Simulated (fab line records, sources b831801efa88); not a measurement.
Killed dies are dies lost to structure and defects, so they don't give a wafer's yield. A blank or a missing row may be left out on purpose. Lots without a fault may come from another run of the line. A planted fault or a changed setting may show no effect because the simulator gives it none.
fab line records | flow sky130 | part 1 of 2: steps 1 to 21 of 22
record lots=6 wafers=18 last_day=50
route steps=708 shown METAL2@483 PAD_OPEN@708
lots that met no fault: from a run of the same line without faults
start_h: hours from the record's first day to the start of the lot's first wafer shown | wait_h: hours since the lot's step before | " the same as in the row above | L1.1+2: a row that stands for several wafers | - no value, or no start given | * or withheld: withheld | < > ~ a bound
route shown NAME@n: a module of which the file shows steps, and the number in the route of the first | usual: mean/standard deviation of fault-free wafers | same: alike in all rows | chamber/n: place in a boat | sites: the reading at each site | _std_site: their standard deviation | _edge_site: outer sites' mean less inner sites' | radius_mm: how far each site lies from the wafer's centre | mask NAME#n: copy n | behind: the tool/chamber that last shaped the wafer | hold: why the lot was held/for how many hours/how that ended | device: the transistor (n, p or np) that didn't switch | end of line: the same wafers' tests at the end of the route | a step without rows: its recipe alone | killed: dies lost to structure and defects at the first sort, not the wafer's yield | map: a wafer's dies, x killed, . not, _ none there
set.NAME: the setting as run; set.NAME@STEP: as run at that earlier step | model.NAME: the simulator's own value behind a step, which no gauge read
lots at some steps of the route; a table a step, a row a wafer
services: from which hour (start_h, from the record's first day; less than 0 if before it) a tool's chamber was out of use, for how many hours, and why
## steps
# step SKY_METAL2_SPUTTER_00
# recipe material=Ti target_thk_nm=15 power_w=3000 time_s=10 chamber_pressure_pa=0.4
# step SKY_METAL2_SPUTTER_01
# recipe material=TiN target_thk_nm=20 power_w=6500 time_s=16.7 chamber_pressure_pa=0.4
# usual cathode_dc_power_W=6500.1/1.2 throttle_valve_pct=29.6/0.69
# columns lot.wafer tool chamber start_h wait_h cathode_dc_power_W throttle_valve_pct
L993.2 pvd_sputter-03 - 813.28 0.0 6502.3 30.8
L993.5 " - " " 6498.2 29.2
L993.6 " - " " 6500.8 30.5
L100.3 pvd_sputter-04 - 880.60 0.0 6501.0 28.9
L100.4 " - " " 6500.7 29.8
L100.6 " - " " 6498.4 29.4
L104.3 pvd_sputter-04 - 911.18 0.0 6500.6 28.4
L104.4 " - " " 6501.5 29.6
L104.5 " - " " 6501.4 28.8
L105.2 pvd_sputter-02 - 911.53 0.0 6499.9 30.0
L105.5 " - " " 6499.2 29.2
L105.6 " - " " 6498.5 29.8
L111.1 pvd_sputter-03 - 945.67 0.0 6501.5 30.7
L111.2 " - " " 6503.2 29.1
L111.5 " - " " 6500.3 30.0
L113.1 pvd_sputter-04 - 962.87 0.0 6500.8 28.4
L113.3 " - " " 6501.0 29.3
L113.5 " - " " 6500.7 29.6
# step SKY_METAL2_SPUTTER_02
# recipe material=AlCu target_thk_nm=250 power_w=10600 time_s=13.3 chamber_pressure_pa=0.4
# usual cathode_dc_power_W=10600/2 throttle_valve_pct=29.6/0.71
# columns lot.wafer tool chamber start_h wait_h cathode_dc_power_W throttle_valve_pct
L993.2 pvd_sputter-03 - 813.30 0.0 10600 30.8
L993.5 " - " " 10601 29.4
L993.6 " - " " 10598 30.4
L100.3 pvd_sputter-04 - 880.63 0.0 10601 28.6
L100.4 " - " " 10601 29.3
L100.6 " - " " 10600 29.6
L104.3 pvd_sputter-04 - 911.20 0.0 10600 28.5
L104.4 " - " " 10598 29.2
L104.5 " - " " 10602 29.1
L105.2 pvd_sputter-02 - 911.55 0.0 10599 29.9
L105.5 " - " " 10599 29.1
L105.6 " - " " 10598 29.8
L111.1 pvd_sputter-03 - 945.69 0.0 10600 30.9
L111.2 " - " " 10600 29.4
L111.5 " - " " 10599 30.3
L113.1 pvd_sputter-04 - 962.89 0.0 10598 28.3
L113.3 " - " " 10600 29.5
L113.5 " - " " 10598 29.7
# step SKY_METAL2_SPUTTER_03
# recipe material=Ti target_thk_nm=5 power_w=3000 time_s=3.3 chamber_pressure_pa=0.4
# usual cathode_dc_power_W=3000.0/0.57 throttle_valve_pct=29.6/0.71
# columns lot.wafer tool chamber start_h wait_h cathode_dc_power_W throttle_valve_pct
L993.2 pvd_sputter-03 - 813.33 0.0 3000.1 30.8
L993.5 " - " " 3000.3 29.4
L993.6 " - " " 3000.5 30.5
L100.3 pvd_sputter-04 - 880.65 0.0 2999.6 28.5
L100.4 " - " " 2999.6 29.4
L100.6 " - " " 3000.5 29.7
L104.3 pvd_sputter-04 - 911.23 0.0 2999.9 28.7
L104.4 " - " " 3000.7 29.3
L104.5 " - " " 2999.8 29.3
L105.2 pvd_sputter-02 - 911.58 0.0 2999.3 29.9
L105.5 " - " " 3000.1 29.3
L105.6 " - " " 3000.4 30.0
L111.1 pvd_sputter-03 - 945.72 0.0 2999.9 30.8
L111.2 " - " " 3000.0 29.2
L111.5 " - " " 3001.6 30.0
L113.1 pvd_sputter-04 - 962.92 0.0 2999.2 28.5
L113.3 " - " " 3000.1 29.3
L113.5 " - " " 3000.4 29.6
# step SKY_METAL2_SPUTTER_04
# recipe material=TiN target_thk_nm=70 power_w=6500 time_s=58.3 chamber_pressure_pa=0.4
# usual cathode_dc_power_W=6499.9/1.2 throttle_valve_pct=29.6/0.69
# columns lot.wafer tool chamber start_h wait_h cathode_dc_power_W throttle_valve_pct
L993.2 pvd_sputter-03 - 813.34 0.0 6500.5 30.7
L993.5 " - " " 6500.7 29.1
L993.6 " - " " 6498.9 30.6
L100.3 pvd_sputter-04 - 880.67 0.0 6501.1 28.6
L100.4 " - " " 6498.9 29.6
L100.6 " - " " 6498.8 29.2
L104.3 pvd_sputter-04 - 911.24 0.0 6498.8 28.6
L104.4 " - " " 6499.9 29.5
L104.5 " - " " 6498.9 29.0
L105.2 pvd_sputter-02 - 911.59 0.0 6500.1 30.0
L105.5 " - " " 6498.6 29.3
L105.6 " - " " 6498.8 30.0
L111.1 pvd_sputter-03 - 945.74 0.0 6499.4 30.9
L111.2 " - " " 6499.7 29.1
L111.5 " - " " 6501.5 30.2
L113.1 pvd_sputter-04 - 962.94 0.0 6499.6 28.6
L113.3 " - " " 6501.4 29.9
L113.5 " - " " 6497.4 29.4
# step SKY_METAL2_RS_MEAS_05
# recipe thk_meas_gauge=four-point-probe reads=TiN_of_METAL2_SPUTTER_04+Ti_of_METAL2_SPUTTER_03+AlCu_of_METAL2_SPUTTER_02+TiN_of_METAL2_SPUTTER_01+Ti_of_METAL2_SPUTTER_00
# usual METAL2_ALCU_RS=0.1268/0.0014
# columns lot.wafer tool chamber start_h wait_h METAL2_ALCU_RS[ohm/sq]
L993.2 film_metro-03 - 813.41 0.0 0.1260
L993.5 " - " " 0.1272
L993.6 " - " " 0.1270
L100.3 film_metro-03 - 880.76 0.1 0.1252
L100.4 " - " " 0.1260
L100.6 " - " " 0.1270
L104.3 film_metro-02 - 911.33 0.1 0.1277
L104.4 " - " " 0.1268
L104.5 " - " " 0.1302
L105.2 film_metro-04 - 911.66 0.0 0.1283
L105.5 " - " " 0.1274
L105.6 " - " " 0.1264
L111.1 film_metro-02 - 945.79 0.0 0.1236
L111.2 " - " " 0.1280
L111.5 " - " " 0.1248
L113.1 film_metro-02 - 962.98 0.0 0.1278
L113.3 " - " " 0.1251
L113.5 " - " " 0.1253
# step SKY_METAL2_THK_MEAS_06
# recipe thk_meas_gauge=xrf reads=AlCu_of_METAL2_SPUTTER_02
# usual METAL2_ALCU_THK=248.9/2.8
# columns lot.wafer tool chamber start_h wait_h METAL2_ALCU_THK[nm]
L993.2 film_metro-03 - 813.52 0.1 248.2
L993.5 " - " " 246.4
L993.6 " - " " 248.7
L100.3 film_metro-03 - 880.86 0.1 252.0
L100.4 " - " " 250.8
L100.6 " - " " 249.6
L104.3 film_metro-02 - 911.43 0.1 246.9
L104.4 " - " " 248.7
L104.5 " - " " 242.4
L105.2 film_metro-04 - 911.77 0.1 245.5
L105.5 " - " " 247.2
L105.6 " - " " 250.2
L111.1 film_metro-02 - 945.91 0.1 254.2
L111.2 " - " " 247.0
L111.5 " - " " 251.3
L113.1 film_metro-02 - 963.10 0.1 244.7
L113.3 " - " " 249.9
L113.5 " - " " 250.6
# step SKY_METAL2_DEHYDRATE_07
# recipe temp_c=200 time_s=60
# step SKY_METAL2_HMDS_08
# recipe prime_time_s=60 prime_temp_c=120
# step SKY_METAL2_COAT_09
# recipe resist=BARC temp_c=withheld time_s=withheld spin_rpm=3000 resist_thk_nm=60
# step SKY_METAL2_COAT_10
# recipe resist=KrF-thick spin_rpm=3000 resist_thk_nm=450
# step SKY_METAL2_SOFTBAKE_11
# recipe temp_c=100 time_s=90 resist=KrF-thick
# step SKY_METAL2_EXPOSE_12
# recipe mask_id=MM2 na=0.8 source_shape=annular sigma_inner=0.55 sigma_outer=0.85 target_cd_nm=140 dose_mj=28.53
# usual reticle_temp_C=23.01/0.1
# same na=0.8 sigma_inner=0.55
# columns lot.wafer tool chamber start_h wait_h mask reticle_temp_C
L993.2 krf_scanner-02 0 827.46 - MM2#0 22.99
L993.5 " 0 " " MM2#0 23.06
L993.6 " 0 " " MM2#0 22.98
L100.3 krf_scanner-01 0 893.23 - MM2#0 23.01
L100.4 " 0 " " MM2#0 23.07
L100.6 " 0 " " MM2#0 23.03
L104.3 krf_scanner-01 0 923.53 - MM2#0 23.02
L104.4 " 0 " " MM2#0 22.92
L104.5 " 0 " " MM2#0 23.05
L105.2 krf_scanner-01 0 923.85 - MM2#0 22.85
L105.5 " 0 " " MM2#0 22.87
L105.6 " 0 " " MM2#0 22.91
L111.1 krf_scanner-02 0 959.36 - MM2#0 23.17
L111.2 " 0 " " MM2#0 22.99
L111.5 " 0 " " MM2#0 22.99
L113.1 krf_scanner-02 0 975.06 - MM2#0 23.02
L113.3 " 0 " " MM2#0 22.93
L113.5 " 0 " " MM2#0 23.01
# step SKY_METAL2_PEB_13
# recipe peb_temp_c=withheld peb_time_s=withheld resist=KrF-thick
# step SKY_METAL2_DEVELOP_14
# recipe develop_time_s=60 resist=KrF-thick dev_temp_c=21
# step SKY_METAL2_CD_MEAS_15
# recipe target_cd_nm=140
# usual cd_nm=140.2/1.7
# columns lot.wafer tool chamber start_h wait_h cd_nm
L993.2 cd_sem-01 - 839.85 - 138.3
L993.5 " - " " 139.6
L993.6 " - " " 139.3
L100.3 cd_sem-02 - 905.77 - 140.5
L100.4 " - " " 140.6
L100.6 " - " " 140.8
L104.3 cd_sem-01 - 936.86 - 105.4
L104.4 " - " " 105.7
L104.5 " - " " 90.6
L105.2 cd_sem-02 - 936.90 - 31.8
L105.5 " - " " 128.6
L105.6 " - " " 105.8
L111.1 cd_sem-02 - 970.82 - 139.3
L111.2 " - " " 141.6
L111.5 " - " " 139.7
L113.1 cd_sem-01 - 986.78 - 139.9
L113.3 " - " " 142.2
L113.5 " - " " 141.9
# step SKY_METAL2_OVL_MEAS_16
# usual METAL2_OVL=2/4.7
# columns lot.wafer tool chamber start_h wait_h METAL2_OVL[nm]
L993.2 overlay-01 - 839.95 0.1 -5
L993.5 " - " " 6
L993.6 " - " " 3
L100.3 overlay-02 - 905.86 0.1 7
L100.4 " - " " 3
L100.6 " - " " 8
L104.3 overlay-02 - 936.95 0.1 1
L104.4 " - " " -3
L104.5 " - " " 0
L105.2 overlay-01 - 937.00 0.1 -1
L105.5 " - " " 5
L105.6 " - " " 0
L111.1 overlay-01 - 970.94 0.1 -8
L111.2 " - " " -7
L111.5 " - " " -4
L113.1 overlay-02 - 986.90 0.1 7
L113.3 " - " " 6
L113.5 " - " " 5
# step SKY_METAL2_DESCUM_17
# recipe chemistry=O2 source_power_w=150 bias_power_w=0 pressure_mtorr=10 temp_c=40 time_s=8
# usual chamber_pressure_mTorr=10.000/0.01 drypump_motor_current_A=5.56/0.3 oes_product_au=0.990/0.011 rf_fwd_power_W=146.9/0.71 temp_c=39.99/0.11
# columns lot.wafer tool chamber start_h wait_h chamber_pressure_mTorr drypump_motor_current_A oes_product_au rf_fwd_power_W rf_hours_counter_h temp_c model.METAL2.cd_nm
L993.2 rie_metal-04 0 839.98 0.0 9.994 5.40 0.998 146.8 7.9 40.03 138.2
L993.5 " 1 " " 9.994 5.66 1.005 147.6 - 39.85 138.7
L993.6 " 0 " " 10.015 5.41 0.990 146.8 - 39.98 139.6
L100.3 rie_metal-02 1 905.89 0.0 9.998 5.31 0.979 148.5 - 40.12 140.4
L100.4 " 0 " " 10.007 6.22 1.001 148.0 - 39.98 140.9
L100.6 " 1 " " 9.988 5.33 0.976 148.4 - 39.91 141
L104.3 rie_metal-03 0 936.98 0.0 10.002 5.26 0.979 145.4 - 40.02 105.3
L104.4 " 1 " " 10.008 5.67 0.984 147.6 - 39.88 105.6
L104.5 " 1 " " 9.990 5.64 0.994 147.4 - 39.86 90.8
L105.2 rie_metal-02 1 937.03 0.0 10.021 5.33 0.989 147.5 8.7 40.13 32.8
L105.5 " 0 " " 10.000 6.22 1.015 147.6 - 39.92 128.5
L105.6 " 1 " " 9.990 5.33 0.993 147.7 - 40.08 106.8
L111.1 rie_metal-02 1 970.97 0.0 9.986 5.31 0.994 148.6 10.3 39.95 139.2
L111.2 " 0 " " 10.007 6.20 1.001 146.7 12.8 39.91 142
L111.5 " 1 " " 9.994 5.30 1.000 148.2 - 39.91 140
L113.1 rie_metal-04 1 986.93 0.0 9.977 5.65 0.991 147.1 16.8 39.99 139.6
L113.3 " 1 " " 10.003 5.64 0.992 146.4 - 40.06 142.2
L113.5 " 0 " " 9.983 5.41 0.982 146.3 - 39.79 142.3
# step SKY_METAL2_ETCH_18
# recipe chemistry=N2/H2 target=BARC ion_energy_ev=200 bias_w=100 pressure_mtorr=30 n2_flow_sccm=100 h2_flow_sccm=200 icp_w=500 stop_on=SiO2 time_s=45.9 target_depth_a=600
# usual chamber_pressure_mTorr=29.998/0.028 drypump_motor_current_A=5.57/0.3 oes_product_au=0.854/0.0046 rf_fwd_power_W=494.6/2.2 throttle_valve_pct=13.225/0.0094
# columns lot.wafer tool chamber start_h wait_h chamber_pressure_mTorr drypump_motor_current_A oes_product_au rf_fwd_power_W rf_hours_counter_h throttle_valve_pct
L993.2 rie_metal-04 0 840.01 0.0 29.967 5.42 0.847 492.9 7.9 13.222
L993.5 " 1 " " 30.046 5.66 0.849 494.0 - 13.231
L993.6 " 0 " " 29.993 5.43 0.863 492.4 - 13.218
L100.3 rie_metal-02 1 905.94 0.0 30.004 5.33 0.852 498.5 - 13.237
L100.4 " 0 " " 30.037 6.22 0.853 496.5 - 13.222
L100.6 " 1 " " 29.987 5.31 0.860 497.8 - 13.242
L104.3 rie_metal-03 0 937.03 0.0 29.989 5.24 0.860 492.3 - 13.207
L104.4 " 1 " " 29.979 5.69 0.854 495.6 - 13.227
L104.5 " 1 " " 30.017 5.68 0.852 494.4 - 13.232
L105.2 rie_metal-02 1 937.07 0.0 29.988 5.32 0.846 495.5 8.7 13.218
L105.5 " 0 " " 30.002 6.22 0.857 496.7 - 13.233
L105.6 " 1 " " 29.955 5.33 0.852 494.6 - 13.235
L111.1 rie_metal-02 1 971.01 0.0 29.952 5.29 0.860 498.4 10.3 13.225
L111.2 " 0 " " 29.997 6.23 0.860 497.1 12.8 13.209
L111.5 " 1 " " 29.991 5.29 0.854 497.8 - 13.207
L113.1 rie_metal-04 1 986.97 0.0 30.026 5.69 0.845 494.1 16.8 13.223
L113.3 " 1 " " 30.019 5.70 0.851 495.1 - 13.228
L113.5 " 0 " " 30.001 5.41 0.857 492.8 - 13.228
# step SKY_METAL2_METAL_ETCH_19
# recipe target_depth_a=3600 stop_on=SiO2 over_etch_frac=0.3 time_s=78 chemistry=Cl2/BCl3 resist_sidewall_deg=88 pressure_mtorr=10 icp_w=900 bias_w=48.5 Cl2_flow_sccm=60 bcl3_flow_sccm=30
# usual bcl3_flow_sccm=30.00/0.096 chamber_pressure_mTorr=9.999/0.0084 drypump_motor_current_A=5.56/0.3 oes_product_au=0.854/0.0058 rf_fwd_power_W=893/3.3 throttle_valve_pct=22.263/0.0087
# columns lot.wafer tool chamber start_h wait_h bcl3_flow_sccm chamber_pressure_mTorr drypump_motor_current_A oes_product_au rf_fwd_power_W rf_hours_counter_h throttle_valve_pct model.METAL2.cd_nm
L993.2 rie_metal-04 0 840.08 0.0 29.89 10.009 5.42 0.855 891 7.9 22.262 138.6
L993.5 " 1 " " 29.92 9.996 5.65 0.861 896 - 22.280 133.7
L993.6 " 0 " " 29.90 9.997 5.42 0.854 897 - 22.257 140
L100.3 rie_metal-02 1 906.01 0.1 29.91 9.990 5.32 0.855 901 - 22.257 140.6
L100.4 " 0 " " 29.91 10.001 6.21 0.858 897 - 22.271 141.9
L100.6 " 1 " " 29.81 9.991 5.34 0.850 898 - 22.255 140.3
L104.3 rie_metal-03 0 937.10 0.1 30.08 9.985 5.21 0.841 884 - 22.264 110.4
L104.4 " 1 " " 29.99 9.978 5.69 0.852 888 - 22.272 108.6
L104.5 " 1 " " 30.03 9.999 5.66 0.856 896 - 22.237 92.7
L105.2 rie_metal-02 1 937.13 0.0 29.97 10.008 5.34 0.854 897 8.7 22.272 32.59
L105.5 " 0 " " 30.02 10.000 6.20 0.863 898 - 22.259 127.8
L105.6 " 1 " " 29.93 10.004 5.29 0.857 894 - 22.261 105.3
L111.1 rie_metal-02 1 971.07 0.0 29.92 10.002 5.29 0.862 895 10.3 22.278 140.4
L111.2 " 0 " " 30.19 9.996 6.21 0.852 897 12.8 22.255 145.1
L111.5 " 1 " " 30.03 9.999 5.29 0.858 897 - 22.239 140.7
L113.1 rie_metal-04 1 987.03 0.0 30.06 9.993 5.66 0.863 898 16.8 22.270 137.8
L113.3 " 1 " " 30.01 10.008 5.67 0.860 894 - 22.272 139.1
L113.5 " 0 " " 30.06 9.998 5.39 0.858 895 - 22.244 138.5
# step SKY_METAL2_STRIP_20
# recipe chemistry=O2/N2 power_w=1400 pressure_mtorr=1500 platen_temp_c=withheld o2_flow_sccm=3000 n2_flow_sccm=300 overash_fraction=0.5
## key
first_sign step=SKY_METAL2_CD_MEAS_15 reading=cd_nm direction=down sigmas=26 usual=140.2 struck=94.7
effect step=SKY_PAD_OPEN_PROBE_99 reading=killed_at_M0_to_M3 direction=up sigmas=44 usual=44 struck=365 wafers_moved=5
model_effect step=SKY_METAL2_DESCUM_17 value=METAL2.cd_nm without=139.8 struck=94.98
model_effect step=SKY_METAL2_METAL_ETCH_19 value=METAL2.cd_nm without=141 struck=96.24
more_kills_born_at SKY_METAL2_EXPOSE_12@krf_scanner-01=1902
met_at SKY_METAL2_EXPOSE_12
struck_wafers L104.3,L104.4,L104.5,L105.2,L105.5,L105.6
later_rows_left_out L104.3,L104.4,L104.5,L105.2,L105.6
onset_between 893.23 923.53
fault kind=process_parameter_drift tool=krf_scanner-01 chamber=- onset_h=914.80 steps=SKY_METAL2_EXPOSE_12 channel=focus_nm offset=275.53 spread_by_wafer=0.3 shape=step end_h=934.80
# later_rows_left_out: the simulator's readings of these wafers behind a module that went badly wrong aren't trusted and aren't shown, but for the sort
